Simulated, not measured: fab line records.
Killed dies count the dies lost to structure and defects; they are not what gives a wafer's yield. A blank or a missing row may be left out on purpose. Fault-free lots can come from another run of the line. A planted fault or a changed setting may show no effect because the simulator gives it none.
fab line records / flow sky130
record: lots: 9 wafers: 27 last-day: 48
route steps=708 shown SONOS_TUNNEL@163 LI_CONTACT@376 CONTACT@406
lots that met no fault: from a run of the same line without faults
start-h: hours from the record's first day to the start of the lot's first wafer shown / wait-h: how many hours have passed since the lot's step before this one / " repeats the value in the row above / L1.1+2: a row that stands for several wafers / - no value, or no start given / * or withheld: withheld / < > ~ a bound
route shown NAME@n: NAME is a module with steps in the file, n the number in the route of the first one / usual: mean and standard deviation over wafers with no fault / same: alike in all rows / chamber/n: place in a boat / sites: the reading at each site / _std_site: the standard deviation of these / _edge_site: inner sites' mean taken away from outer sites' mean / radius-mm: how far each site lies from the wafer's centre / mask NAME#n: copy n / behind: the most recent tool/chamber to have shaped the wafer / hold: what put the lot on hold/how long, in hours/how the hold closed / device: which transistor (n, p or np) failed to switch / end of line: at the end of the route, the tests of the same wafers / step lacking rows: just its recipe / killed: count of dies lost to structure and defects at first sort (not the wafer's yield) / map: shows each die of a wafer: x if killed, . if not, _ if none is there
set.NAME: setting as actually run; set.NAME@STEP: the setting as run at that earlier step / model.NAME: the simulator's own value behind a step, which no gauge read
the route's steps for a sample of lots (tables are steps, rows are wafers)
services: from which hour (start-h, from the record's first day; less than 0 if before it) a tool's chamber was out of use, for how many hours, and why
== steps ==
step: SKY_SONOS_TUNNEL_IMPLANT_09
recipe: species: B energy-kev: 20 dose-cm2: 1e+12 tilt-deg: withheld
usual: implant-ion-amu: 11/0
lot.wafer=L101.1 tool=implanter-04 chamber=0 start-h=252.97 wait-h=0.0 implant-ion-amu=11
lot.wafer=L101.3 tool=implanter-04 chamber=0 start-h=252.97 wait-h=0.0 implant-ion-amu=11
lot.wafer=L101.6 tool=implanter-04 chamber=0 start-h=252.97 wait-h=0.0 implant-ion-amu=11
lot.wafer=L102.2 tool=implanter-04 chamber=0 start-h=258.50 wait-h=0.0 implant-ion-amu=11
lot.wafer=L102.5 tool=implanter-04 chamber=0 start-h=258.50 wait-h=0.0 implant-ion-amu=11
lot.wafer=L102.6 tool=implanter-04 chamber=0 start-h=258.50 wait-h=0.0 implant-ion-amu=11
lot.wafer=L103.2 tool=implanter-04 chamber=0 start-h=266.35 wait-h=0.0 implant-ion-amu=11
lot.wafer=L103.3 tool=implanter-04 chamber=0 start-h=266.35 wait-h=0.0 implant-ion-amu=11
lot.wafer=L103.4 tool=implanter-04 chamber=0 start-h=266.35 wait-h=0.0 implant-ion-amu=11
lot.wafer=L104.3 tool=implanter-02 chamber=0 start-h=274.12 wait-h=0.1 implant-ion-amu=11
lot.wafer=L104.5 tool=implanter-02 chamber=0 start-h=274.12 wait-h=0.1 implant-ion-amu=11
lot.wafer=L104.6 tool=implanter-02 chamber=0 start-h=274.12 wait-h=0.1 implant-ion-amu=11
lot.wafer=L105.2 tool=implanter-02 chamber=0 start-h=279.35 wait-h=0.0 implant-ion-amu=11
lot.wafer=L105.3 tool=implanter-02 chamber=0 start-h=279.35 wait-h=0.0 implant-ion-amu=11
lot.wafer=L105.6 tool=implanter-02 chamber=0 start-h=279.35 wait-h=0.0 implant-ion-amu=11
lot.wafer=L108.2 tool=implanter-04 chamber=0 start-h=309.13 wait-h=0.0 implant-ion-amu=49
lot.wafer=L108.4 tool=implanter-04 chamber=0 start-h=309.13 wait-h=0.0 implant-ion-amu=49
lot.wafer=L108.5 tool=implanter-04 chamber=0 start-h=309.13 wait-h=0.0 implant-ion-amu=49
lot.wafer=L109.2 tool=implanter-02 chamber=0 start-h=313.10 wait-h=0.0 implant-ion-amu=49
lot.wafer=L109.3 tool=implanter-02 chamber=0 start-h=313.10 wait-h=0.0 implant-ion-amu=49
lot.wafer=L109.6 tool=implanter-02 chamber=0 start-h=313.10 wait-h=0.0 implant-ion-amu=49
lot.wafer=L110.2 tool=implanter-04 chamber=0 start-h=320.39 wait-h=0.0 implant-ion-amu=49
lot.wafer=L110.5 tool=implanter-04 chamber=0 start-h=320.39 wait-h=0.0 implant-ion-amu=49
lot.wafer=L110.6 tool=implanter-04 chamber=0 start-h=320.39 wait-h=0.0 implant-ion-amu=49
lot.wafer=L111.1 tool=implanter-04 chamber=0 start-h=329.21 wait-h=0.0 implant-ion-amu=49
lot.wafer=L111.2 tool=implanter-04 chamber=0 start-h=329.21 wait-h=0.0 implant-ion-amu=49
lot.wafer=L111.3 tool=implanter-04 chamber=0 start-h=329.21 wait-h=0.0 implant-ion-amu=49
step: SKY_SONOS_TUNNEL_TW_MEAS_12
usual: SONOS_TUNNEL_TW: 197.2/1.7
lot.wafer=L101.1 tool=film-metro-02 chamber=- start-h=253.40 wait-h=0.0 SONOS_TUNNEL_TW=195.6
lot.wafer=L101.3 tool=film-metro-02 chamber=- start-h=253.40 wait-h=0.0 SONOS_TUNNEL_TW=198.6
lot.wafer=L101.6 tool=film-metro-02 chamber=- start-h=253.40 wait-h=0.0 SONOS_TUNNEL_TW=197.7
lot.wafer=L102.2 tool=film-metro-02 chamber=- start-h=259.13 wait-h=0.0 SONOS_TUNNEL_TW=197.4
lot.wafer=L102.5 tool=film-metro-02 chamber=- start-h=259.13 wait-h=0.0 SONOS_TUNNEL_TW=197.0
lot.wafer=L102.6 tool=film-metro-02 chamber=- start-h=259.13 wait-h=0.0 SONOS_TUNNEL_TW=198.0
lot.wafer=L103.2 tool=film-metro-01 chamber=- start-h=266.74 wait-h=0.0 SONOS_TUNNEL_TW=196.9
lot.wafer=L103.3 tool=film-metro-01 chamber=- start-h=266.74 wait-h=0.0 SONOS_TUNNEL_TW=196.4
lot.wafer=L103.4 tool=film-metro-01 chamber=- start-h=266.74 wait-h=0.0 SONOS_TUNNEL_TW=195.9
lot.wafer=L104.3 tool=film-metro-02 chamber=- start-h=274.50 wait-h=0.0 SONOS_TUNNEL_TW=196.4
lot.wafer=L104.5 tool=film-metro-02 chamber=- start-h=274.50 wait-h=0.0 SONOS_TUNNEL_TW=197.7
lot.wafer=L104.6 tool=film-metro-02 chamber=- start-h=274.50 wait-h=0.0 SONOS_TUNNEL_TW=195.5
lot.wafer=L105.2 tool=film-metro-02 chamber=- start-h=279.77 wait-h=0.0 SONOS_TUNNEL_TW=195.4
lot.wafer=L105.3 tool=film-metro-02 chamber=- start-h=279.77 wait-h=0.0 SONOS_TUNNEL_TW=196.2
lot.wafer=L105.6 tool=film-metro-02 chamber=- start-h=279.77 wait-h=0.0 SONOS_TUNNEL_TW=195.3
lot.wafer=L108.2 tool=film-metro-04 chamber=- start-h=309.55 wait-h=0.0 SONOS_TUNNEL_TW=296.1
lot.wafer=L108.4 tool=film-metro-04 chamber=- start-h=309.55 wait-h=0.0 SONOS_TUNNEL_TW=298.1
lot.wafer=L108.5 tool=film-metro-04 chamber=- start-h=309.55 wait-h=0.0 SONOS_TUNNEL_TW=299.0
lot.wafer=L109.2 tool=film-metro-01 chamber=- start-h=313.50 wait-h=0.0 SONOS_TUNNEL_TW=292.8
lot.wafer=L109.3 tool=film-metro-01 chamber=- start-h=313.50 wait-h=0.0 SONOS_TUNNEL_TW=292.7
lot.wafer=L109.6 tool=film-metro-01 chamber=- start-h=313.50 wait-h=0.0 SONOS_TUNNEL_TW=293.5
lot.wafer=L110.2 tool=film-metro-04 chamber=- start-h=320.81 wait-h=0.0 SONOS_TUNNEL_TW=296.3
lot.wafer=L110.5 tool=film-metro-04 chamber=- start-h=320.81 wait-h=0.0 SONOS_TUNNEL_TW=294.9
lot.wafer=L110.6 tool=film-metro-04 chamber=- start-h=320.81 wait-h=0.0 SONOS_TUNNEL_TW=297.9
lot.wafer=L111.1 tool=film-metro-01 chamber=- start-h=329.65 wait-h=0.0 SONOS_TUNNEL_TW=291.1
lot.wafer=L111.2 tool=film-metro-01 chamber=- start-h=329.65 wait-h=0.0 SONOS_TUNNEL_TW=295.1
lot.wafer=L111.3 tool=film-metro-01 chamber=- start-h=329.65 wait-h=0.0 SONOS_TUNNEL_TW=292.9
step: SKY_LI_CONTACT_ETCH_14
recipe: chemistry: N2/H2 target: BARC ion-energy-ev: 200 source-w: 500 bias-w: 100 pressure-mtorr: 30 n2-flow-sccm: 100 h2-flow-sccm: 200 stop-on: SiO2 time-s: 45.9 target-depth-a: 600
usual: drypump-motor-current-A: 5.7/0.48 oes-product-au: 0.855/0.0048 throttle-valve-pct: 13.225/0.0084
lot.wafer=L101.1 tool=rie-diel-02 chamber=3 start-h=686.37 wait-h=0.0 drypump-motor-current-A=6.5 oes-product-au=0.850 rf-hours-counter-h=22 throttle-valve-pct=13.217
lot.wafer=L101.3 tool=rie-diel-02 chamber=0 start-h=686.37 wait-h=0.0 drypump-motor-current-A=5.1 oes-product-au=0.845 rf-hours-counter-h=47 throttle-valve-pct=13.220
lot.wafer=L101.6 tool=rie-diel-02 chamber=0 start-h=686.37 wait-h=0.0 drypump-motor-current-A=5.1 oes-product-au=0.858 rf-hours-counter-h=- throttle-valve-pct=13.226
lot.wafer=L102.2 tool=rie-diel-04 chamber=3 start-h=687.62 wait-h=0.0 drypump-motor-current-A=5.9 oes-product-au=0.858 rf-hours-counter-h=41 throttle-valve-pct=13.227
lot.wafer=L102.5 tool=rie-diel-04 chamber=1 start-h=687.62 wait-h=0.0 drypump-motor-current-A=6.3 oes-product-au=0.851 rf-hours-counter-h=- throttle-valve-pct=13.231
lot.wafer=L102.6 tool=rie-diel-04 chamber=0 start-h=687.62 wait-h=0.0 drypump-motor-current-A=5.7 oes-product-au=0.860 rf-hours-counter-h=- throttle-valve-pct=13.224
lot.wafer=L103.2 tool=rie-diel-02 chamber=1 start-h=701.07 wait-h=0.0 drypump-motor-current-A=5.6 oes-product-au=0.853 rf-hours-counter-h=8 throttle-valve-pct=13.204
lot.wafer=L103.3 tool=rie-diel-02 chamber=3 start-h=701.07 wait-h=0.0 drypump-motor-current-A=6.4 oes-product-au=0.856 rf-hours-counter-h=22 throttle-valve-pct=13.236
lot.wafer=L103.4 tool=rie-diel-02 chamber=0 start-h=701.07 wait-h=0.0 drypump-motor-current-A=5.1 oes-product-au=0.856 rf-hours-counter-h=47 throttle-valve-pct=13.216
lot.wafer=L104.3 tool=rie-diel-01 chamber=2 start-h=704.87 wait-h=0.0 drypump-motor-current-A=6.3 oes-product-au=0.848 rf-hours-counter-h=3 throttle-valve-pct=13.228
lot.wafer=L104.5 tool=rie-diel-01 chamber=2 start-h=704.87 wait-h=0.0 drypump-motor-current-A=6.3 oes-product-au=0.861 rf-hours-counter-h=- throttle-valve-pct=13.236
lot.wafer=L104.6 tool=rie-diel-01 chamber=3 start-h=704.87 wait-h=0.0 drypump-motor-current-A=5.5 oes-product-au=0.851 rf-hours-counter-h=- throttle-valve-pct=13.223
lot.wafer=L105.2 tool=rie-diel-02 chamber=2 start-h=711.32 wait-h=0.0 drypump-motor-current-A=5.1 oes-product-au=0.861 rf-hours-counter-h=5 throttle-valve-pct=13.229
lot.wafer=L105.3 tool=rie-diel-02 chamber=3 start-h=711.32 wait-h=0.0 drypump-motor-current-A=6.4 oes-product-au=0.864 rf-hours-counter-h=22 throttle-valve-pct=13.231
lot.wafer=L105.6 tool=rie-diel-02 chamber=1 start-h=711.32 wait-h=0.0 drypump-motor-current-A=5.6 oes-product-au=0.855 rf-hours-counter-h=- throttle-valve-pct=13.226
lot.wafer=L108.2 tool=rie-diel-04 chamber=0 start-h=746.37 wait-h=0.0 drypump-motor-current-A=5.7 oes-product-au=0.858 rf-hours-counter-h=8 throttle-valve-pct=13.229
lot.wafer=L108.4 tool=rie-diel-04 chamber=3 start-h=746.37 wait-h=0.0 drypump-motor-current-A=5.9 oes-product-au=0.859 rf-hours-counter-h=43 throttle-valve-pct=13.214
lot.wafer=L108.5 tool=rie-diel-04 chamber=0 start-h=746.37 wait-h=0.0 drypump-motor-current-A=5.7 oes-product-au=0.854 rf-hours-counter-h=- throttle-valve-pct=13.228
lot.wafer=L109.2 tool=rie-diel-01 chamber=2 start-h=747.82 wait-h=0.0 drypump-motor-current-A=6.3 oes-product-au=0.851 rf-hours-counter-h=3 throttle-valve-pct=13.214
lot.wafer=L109.3 tool=rie-diel-01 chamber=1 start-h=747.82 wait-h=0.0 drypump-motor-current-A=5.5 oes-product-au=0.853 rf-hours-counter-h=41 throttle-valve-pct=13.219
lot.wafer=L109.6 tool=rie-diel-01 chamber=3 start-h=747.82 wait-h=0.0 drypump-motor-current-A=5.5 oes-product-au=0.859 rf-hours-counter-h=- throttle-valve-pct=13.230
lot.wafer=L110.2 tool=rie-diel-02 chamber=2 start-h=754.17 wait-h=0.0 drypump-motor-current-A=5.1 oes-product-au=0.854 rf-hours-counter-h=6 throttle-valve-pct=13.230
lot.wafer=L110.5 tool=rie-diel-02 chamber=3 start-h=754.17 wait-h=0.0 drypump-motor-current-A=6.4 oes-product-au=0.860 rf-hours-counter-h=- throttle-valve-pct=13.213
lot.wafer=L110.6 tool=rie-diel-02 chamber=1 start-h=754.17 wait-h=0.0 drypump-motor-current-A=5.6 oes-product-au=0.854 rf-hours-counter-h=- throttle-valve-pct=13.221
lot.wafer=L111.1 tool=rie-diel-02 chamber=1 start-h=766.77 wait-h=0.0 drypump-motor-current-A=5.6 oes-product-au=0.852 rf-hours-counter-h=10 throttle-valve-pct=13.232
lot.wafer=L111.2 tool=rie-diel-02 chamber=3 start-h=766.77 wait-h=0.0 drypump-motor-current-A=6.5 oes-product-au=0.854 rf-hours-counter-h=24 throttle-valve-pct=13.228
lot.wafer=L111.3 tool=rie-diel-02 chamber=2 start-h=766.77 wait-h=0.0 drypump-motor-current-A=5.1 oes-product-au=0.848 rf-hours-counter-h=6 throttle-valve-pct=13.230
step: SKY_CONTACT_CVD_00
recipe: material: Si3N4 target-thk-nm: 75 temp-c: 400 time-s: withheld rf-w: 450
usual: heater-power-w: 720/79
lot.wafer=L101.1 tool=pecvd-01 chamber=2 start-h=716.64 wait-h=0.0 heater-power-w=688
lot.wafer=L101.3 tool=pecvd-01 chamber=0 start-h=716.64 wait-h=0.0 heater-power-w=698
lot.wafer=L101.6 tool=pecvd-01 chamber=1 start-h=716.64 wait-h=0.0 heater-power-w=734
lot.wafer=L102.2 tool=pecvd-03 chamber=1 start-h=718.61 wait-h=0.0 heater-power-w=735
lot.wafer=L102.5 tool=pecvd-03 chamber=2 start-h=718.61 wait-h=0.0 heater-power-w=844
lot.wafer=L102.6 tool=pecvd-03 chamber=1 start-h=718.61 wait-h=0.0 heater-power-w=721
lot.wafer=L103.2 tool=pecvd-03 chamber=2 start-h=731.79 wait-h=0.0 heater-power-w=780
lot.wafer=L103.3 tool=pecvd-03 chamber=0 start-h=731.79 wait-h=0.0 heater-power-w=804
lot.wafer=L103.4 tool=pecvd-03 chamber=0 start-h=731.79 wait-h=0.0 heater-power-w=795
lot.wafer=L104.3 tool=pecvd-04 chamber=1 start-h=735.74 wait-h=0.0 heater-power-w=788
lot.wafer=L104.5 tool=pecvd-04 chamber=1 start-h=735.74 wait-h=0.0 heater-power-w=787
lot.wafer=L104.6 tool=pecvd-04 chamber=0 start-h=735.74 wait-h=0.0 heater-power-w=654
lot.wafer=L105.2 tool=pecvd-01 chamber=0 start-h=742.23 wait-h=0.0 heater-power-w=706
lot.wafer=L105.3 tool=pecvd-01 chamber=2 start-h=742.23 wait-h=0.0 heater-power-w=604
lot.wafer=L105.6 tool=pecvd-01 chamber=0 start-h=742.23 wait-h=0.0 heater-power-w=762
lot.wafer=L108.2 tool=pecvd-03 chamber=1 start-h=776.23 wait-h=0.0 heater-power-w=741
lot.wafer=L108.4 tool=pecvd-03 chamber=1 start-h=776.23 wait-h=0.0 heater-power-w=746
lot.wafer=L108.5 tool=pecvd-03 chamber=0 start-h=776.23 wait-h=0.0 heater-power-w=839
lot.wafer=L109.2 tool=pecvd-04 chamber=2 start-h=777.74 wait-h=0.0 heater-power-w=738
lot.wafer=L109.3 tool=pecvd-04 chamber=0 start-h=777.74 wait-h=0.0 heater-power-w=592
lot.wafer=L109.6 tool=pecvd-04 chamber=1 start-h=777.74 wait-h=0.0 heater-power-w=818
lot.wafer=L110.2 tool=pecvd-01 chamber=1 start-h=783.35 wait-h=0.0 heater-power-w=744
lot.wafer=L110.5 tool=pecvd-01 chamber=2 start-h=783.35 wait-h=0.0 heater-power-w=651
lot.wafer=L110.6 tool=pecvd-01 chamber=1 start-h=783.35 wait-h=0.0 heater-power-w=757
lot.wafer=L111.1 tool=pecvd-04 chamber=0 start-h=796.70 wait-h=0.0 heater-power-w=643
lot.wafer=L111.2 tool=pecvd-04 chamber=2 start-h=796.70 wait-h=0.0 heater-power-w=756
lot.wafer=L111.3 tool=pecvd-04 chamber=1 start-h=796.70 wait-h=0.0 heater-power-w=742
step: SKY_CONTACT_THK_MEAS_03
recipe: reads: SiO2_of_CONTACT_HDPCVD_02
usual: CONTACT_HDPCVD_THK: 564/6.4
lot.wafer=L101.1 tool=film-metro-03 chamber=- start-h=716.80 wait-h=0.0 CONTACT_HDPCVD_THK[nm]=563
lot.wafer=L101.3 tool=film-metro-03 chamber=- start-h=716.80 wait-h=0.0 CONTACT_HDPCVD_THK[nm]=570
lot.wafer=L101.6 tool=film-metro-03 chamber=- start-h=716.80 wait-h=0.0 CONTACT_HDPCVD_THK[nm]=565
lot.wafer=L102.2 tool=film-metro-04 chamber=- start-h=718.78 wait-h=0.0 CONTACT_HDPCVD_THK[nm]=557
lot.wafer=L102.5 tool=film-metro-04 chamber=- start-h=718.78 wait-h=0.0 CONTACT_HDPCVD_THK[nm]=568
lot.wafer=L102.6 tool=film-metro-04 chamber=- start-h=718.78 wait-h=0.0 CONTACT_HDPCVD_THK[nm]=556
lot.wafer=L103.2 tool=film-metro-03 chamber=- start-h=731.97 wait-h=0.0 CONTACT_HDPCVD_THK[nm]=562
lot.wafer=L103.3 tool=film-metro-03 chamber=- start-h=731.97 wait-h=0.0 CONTACT_HDPCVD_THK[nm]=570
lot.wafer=L103.4 tool=film-metro-03 chamber=- start-h=731.97 wait-h=0.0 CONTACT_HDPCVD_THK[nm]=564
lot.wafer=L104.3 tool=film-metro-03 chamber=- start-h=735.93 wait-h=0.1 CONTACT_HDPCVD_THK[nm]=567
lot.wafer=L104.5 tool=film-metro-03 chamber=- start-h=735.93 wait-h=0.1 CONTACT_HDPCVD_THK[nm]=570
lot.wafer=L104.6 tool=film-metro-03 chamber=- start-h=735.93 wait-h=0.1 CONTACT_HDPCVD_THK[nm]=571
lot.wafer=L105.2 tool=film-metro-02 chamber=- start-h=742.46 wait-h=0.1 CONTACT_HDPCVD_THK[nm]=576
lot.wafer=L105.3 tool=film-metro-02 chamber=- start-h=742.46 wait-h=0.1 CONTACT_HDPCVD_THK[nm]=568
lot.wafer=L105.6 tool=film-metro-02 chamber=- start-h=742.46 wait-h=0.1 CONTACT_HDPCVD_THK[nm]=569
lot.wafer=L108.2 tool=film-metro-03 chamber=- start-h=776.40 wait-h=0.0 CONTACT_HDPCVD_THK[nm]=577
lot.wafer=L108.4 tool=film-metro-03 chamber=- start-h=776.40 wait-h=0.0 CONTACT_HDPCVD_THK[nm]=576
lot.wafer=L108.5 tool=film-metro-03 chamber=- start-h=776.40 wait-h=0.0 CONTACT_HDPCVD_THK[nm]=563
lot.wafer=L109.2 tool=film-metro-03 chamber=- start-h=777.92 wait-h=0.0 CONTACT_HDPCVD_THK[nm]=578
lot.wafer=L109.3 tool=film-metro-03 chamber=- start-h=777.92 wait-h=0.0 CONTACT_HDPCVD_THK[nm]=561
lot.wafer=L109.6 tool=film-metro-03 chamber=- start-h=777.92 wait-h=0.0 CONTACT_HDPCVD_THK[nm]=563
lot.wafer=L110.2 tool=film-metro-02 chamber=- start-h=783.52 wait-h=0.0 CONTACT_HDPCVD_THK[nm]=561
lot.wafer=L110.5 tool=film-metro-02 chamber=- start-h=783.52 wait-h=0.0 CONTACT_HDPCVD_THK[nm]=562
lot.wafer=L110.6 tool=film-metro-02 chamber=- start-h=783.52 wait-h=0.0 CONTACT_HDPCVD_THK[nm]=553
lot.wafer=L111.1 tool=film-metro-02 chamber=- start-h=796.86 wait-h=0.0 CONTACT_HDPCVD_THK[nm]=567
lot.wafer=L111.2 tool=film-metro-02 chamber=- start-h=796.86 wait-h=0.0 CONTACT_HDPCVD_THK[nm]=565
lot.wafer=L111.3 tool=film-metro-02 chamber=- start-h=796.86 wait-h=0.0 CONTACT_HDPCVD_THK[nm]=572
== services ==
tool=pecvd-04 chamber=1 start-h=272.20 hours=9.5 kind=repair
tool=rie-diel-02 chamber=- start-h=279.51 hours=0.3 kind=repair
tool=pecvd-01 chamber=- start-h=297.09 hours=0.3 kind=repair
tool=pecvd-04 chamber=2 start-h=297.50 hours=6.2 kind=repair
tool=rie-diel-02 chamber=1 start-h=297.67 hours=7.5 kind=repair
tool=pecvd-01 chamber=- start-h=303.13 hours=0.3 kind=repair
tool=rie-diel-02 chamber=0 start-h=304.98 hours=6.8 kind=repair
tool=implanter-02 chamber=- start-h=332.04 hours=2.8 kind=repair
tool=rie-diel-02 chamber=- start-h=333.96 hours=2.8 kind=pm
tool=pecvd-01 chamber=1 start-h=342.84 hours=7.2 kind=repair
tool=pecvd-04 chamber=- start-h=347.84 hours=6.0 kind=pm
tool=pecvd-03 chamber=- start-h=375.54 hours=0.3 kind=repair
tool=pecvd-01 chamber=1 start-h=377.29 hours=13.5 kind=repair
tool=implanter-04 chamber=- start-h=482.68 hours=3.2 kind=repair
tool=implanter-04 chamber=- start-h=535.16 hours=2.0 kind=repair
tool=rie-diel-02 chamber=0 start-h=551.98 hours=9.7 kind=repair
tool=implanter-04 chamber=- start-h=566.28 hours=3.4 kind=pm
tool=implanter-04 chamber=- start-h=571.49 hours=0.9 kind=repair
tool=rie-diel-02 chamber=3 start-h=591.49 hours=5.1 kind=repair
tool=rie-diel-02 chamber=2 start-h=595.46 hours=7.4 kind=repair
tool=rie-diel-02 chamber=3 start-h=605.65 hours=3.1 kind=repair
tool=implanter-04 chamber=- start-h=737.21 hours=4.6 kind=repair
tool=rie-diel-02 chamber=0 start-h=747.48 hours=1.2 kind=repair
tool=rie-diel-02 chamber=1 start-h=793.00 hours=8.3 kind=repair
== key ==
first-sign: step: SKY_SONOS_TUNNEL_IMPLANT_09 reading: implant-ion-amu direction: up sigmas: 99+ usual: 11 struck: 49
effect: step: SKY_SONOS_TUNNEL_TW_MEAS_12 reading: SONOS_TUNNEL_TW direction: up sigmas: 56 usual: 197.2 struck: 295.0
met-at SKY_SONOS_TUNNEL_IMPLANT_09
struck-lots L108,L109,L110,L111
tester-left-out L108,L109,L110,L111
not-acting-at SKY_LI_CONTACT_ETCH_14,SKY_CONTACT_CVD_00,SKY_CONTACT_THK_MEAS_03
onset-between 279.35 309.13
fault: kind: wrong-recipe-download tool: implanter-02,implanter-03,implanter-04 chamber: - onset-h: 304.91 steps: SKY_SONOS_TUNNEL_IMPLANT_09 wrong-recipe.not-listed: 1
tester-left-out: of these lots the tester's yield and bins aren't shown, on N5 and GAA mostly nor the transistor test; their killed dies are dies lost to structure and defects alone, not to doping, threshold or leakage, so they don't give the yield
